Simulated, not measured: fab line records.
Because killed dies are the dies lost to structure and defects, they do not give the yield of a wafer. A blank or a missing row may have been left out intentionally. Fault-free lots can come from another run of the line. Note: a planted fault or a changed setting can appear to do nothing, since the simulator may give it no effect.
Problem report in the 8D (eight disciplines) form, filled by code || flow gf180mcu || the parts of the form that need people (team, actions taken, sign-off) are left out

1. WHAT IS WRONG
At GF_CONTACT_SOFTBAKE_10, heater_power_total_W averages 100.08 W over 4 wafers from 3 lots, while fault-free wafers read 93.06 W, standard deviation 0.057. That is +99 or more standard deviations from the usual mean.
The step: time 60 s.
The first sign was on wafer L450.4 at day 20 05:00, on litho_track-04. The record holds 18 wafers of 7 lots with a number at this step. Rule for "out", or "out of limits": more than 4 standard deviations from the usual mean. All remaining wafers that have a number are taken as sound.

2. WHAT IT IS; WHAT IT IS NOT
{"question": "which readings at this step", "is": "heater_power_total_W, run_length_s", "is not": "-"}
{"question": "which lots", "is": "L450, L451, L453", "is not": "L441, L447, L461, L462"}
{"question": "which wafers of those lots", "is": "L450.4, L450.5, L451.4, L453.4", "is not": "L451.2, L453.6"}
{"question": "read on which tools", "is": "litho_track-04", "is not": "litho_track-02, litho_track-03"}
{"question": "when", "is": "from day 20 05:00", "is not": "up to then (6 sound wafers); but 8 sound wafers of L451, L453, L461, L462 came after"}

3. SUSPECTS, AND WHAT RULES EACH OUT
Counting: any tool at a process step up to the reading remains a suspect provided it ran every lot that is out. Sound lots after the first of them don't rule it out here, since some wafers of a struck lot are sound.
- pecvd-04 at GF_CONTACT_CVD_02 (deposits SiO2 from TEOS, target thk 860 nm, time 95.992 s): kept. It ran every lot that is out, first L450 (day 19 17:48).
- litho_track-04 at GF_CONTACT_SOFTBAKE_10 (time 60 s): kept. Every lot that is out went through it, the first being L450 (day 20 05:00); the last sound lot it ran before that was L447 (day 18 23:00). Out on those wafers are its own readings of heater_power_total_W, run_length_s.
Left after counting: pecvd-04 at GF_CONTACT_CVD_02, litho_track-04 at GF_CONTACT_SOFTBAKE_10.

4. THE CAUSE (what the simulator had put in)
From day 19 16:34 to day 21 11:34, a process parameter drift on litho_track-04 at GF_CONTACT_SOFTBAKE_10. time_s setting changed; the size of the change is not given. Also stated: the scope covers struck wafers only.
Counting left 2 suspects, and this tool is among them.

5. THE CHAIN OF EFFECTS, in route order
Each row: a reading whose mean over the struck wafers that have a number lies more than 3 standard deviations from the usual. Readings are gone through only where the record gives a usual standard deviation; hours: the median, over the lots, of the time from a lot's start at the first step in this table giving one to that lot's start at this step; sigmas: the change measured in usual standard deviations.
{"hours": 0, "step": "GF_CONTACT_SOFTBAKE_10", "reading": "heater_power_total_W", "usual": "93.06 W", "on struck wafers": 100.08, "change": "+7.02", "sigmas": "+99 or more"}
{"hours": 0, "step": "GF_CONTACT_SOFTBAKE_10", "reading": "run_length_s", "usual": "89.24 s", "on struck wafers": 77.09, "change": -12.14, "sigmas": -51}
Its process steps:
- GF_CONTACT_SOFTBAKE_10: time 60 s.
Later steps that measure or inspect, where all struck wafers having a row at the step show a number for every such reading and not one has moved that far: GF_CONTACT_CD_MEAS_14, GF_CONTACT_OVL_MEAS_15.

6. HOW IT WOULD HAVE BEEN CAUGHT EARLIER
In this record the first reading out of limits was taken at day 20 05:00, 12 hours after the fault began at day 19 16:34.
